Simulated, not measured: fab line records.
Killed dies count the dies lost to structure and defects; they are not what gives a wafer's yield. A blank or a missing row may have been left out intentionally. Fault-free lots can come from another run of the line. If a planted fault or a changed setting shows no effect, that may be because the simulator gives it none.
One fault through the eyes of 2 desks / flow gf180mcu / each desk holds nothing but its own numbers, with what lay behind them at the end

AT THE METROLOGY DESK
Lot by lot, what the gauges showed, no matter which tool ran the lot: averages of those sampled wafers that carry a number. Marked OUT: a lot whose mean sits more than 4 standard deviations from the usual mean, which makes it out of limits; the brackets give that distance.
Columns: A = V5_CVD_00_THK at GF_V5_THK_MEAS_01, usual 303 nm; B = cdNm at GF_V5_CD_MEAS_14, usual 259.8 nm; C = V5_OVL at GF_V5_OVL_MEAS_15, usual -3 nm
lot=L652; first seen here=day 26 11:00; A=302; B=262.6; C=-7
lot=L653; first seen here=day 26 13:20; A=301; B=262.7; C=-7
lot=L654; first seen here=day 26 21:39; A=303; B=258.1; C=-1
lot=L655; first seen here=day 27 04:34; A=303; B=258.6; C=-8
lot=L656; first seen here=day 27 13:37; A=302; B=260.0; C=-2
lot=L657; first seen here=day 27 19:32; A=307; B=260.2; C=-0
lot=L658; first seen here=day 28 06:39; A=304; B=258.8; C=-7
lot=L659; first seen here=day 28 14:35; A=305; B=260.4; C=-4
lot=L661; first seen here=day 29 13:23; A=300; B=260.7; C=-8
lot=L665; first seen here=day 30 12:29; A=304; B=259.7; C=-6
lot=L666; first seen here=day 30 14:04; A=306; B=262.0; C=-4
lot=L673; first seen here=day 32 08:26; A=300; B=261.6; C=7
lot=L674; first seen here=day 32 12:22; A=300; B=261.5; C=-8
lot=L675; first seen here=day 32 23:36; A=303; B=262.7; C=-4
This desk's finding: nothing out of limits on any of the 14 lots.

AT THE TOOL OWNER'S DESK: krfScanner-02
The tool's own readings at GF_V5_EXPOSE_11 (exposes mask Via5, target cd 260 nm): means of the sampled wafers that have a number, for each lot that ran on this tool. Marked OUT: a lot whose mean sits more than 4 standard deviations from the usual mean, which makes it out of limits; the brackets give that distance.
Columns: A = exposureDoseMJCm2 at GF_V5_EXPOSE_11, usual 37.94
lot=L656; first seen here=day 28 00:29; A=38.05
lot=L658; first seen here=day 28 16:59; A=37.99
lot=L659; first seen here=day 29 01:27; A=38.00
lot=L665; first seen here=day 30 21:50; A=37.96
lot=L673; first seen here=day 32 17:53; A=38.53 (+12) OUT
lot=L674; first seen here=day 32 21:29; A=38.57 (+13) OUT
lot=L675; first seen here=day 33 07:38; A=38.35 (+8.5) OUT
This desk finds L673, L674, L675 out of limits, L673 being first, at day 32 17:53 (exposureDoseMJCm2 at GF_V5_EXPOSE_11). L656, L658, L659, L665 stayed within limits.

BROUGHT TOGETHER
On L673, L674, L675, at day 32 17:53, an alarm was possible from the tool owner's desk.
Nothing out of limits was seen by the metrology desk.
The metrology desk has L673, L674, L675 on record, within its limits.
GF_V5_EXPOSE_11 was run on krfScanner-02 by each of the lots named.

WHAT THE SIMULATOR HAD INSERTED
Drift in process parameters on krfScanner-02 at GF_V5_EXPOSE_11, starting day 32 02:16. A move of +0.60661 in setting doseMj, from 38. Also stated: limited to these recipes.
Shown lots that were struck: L673, L674, L675.
How many hours passed from the start of the fault until each desk's first out-of-limits reading: the tool owner's desk, 16.
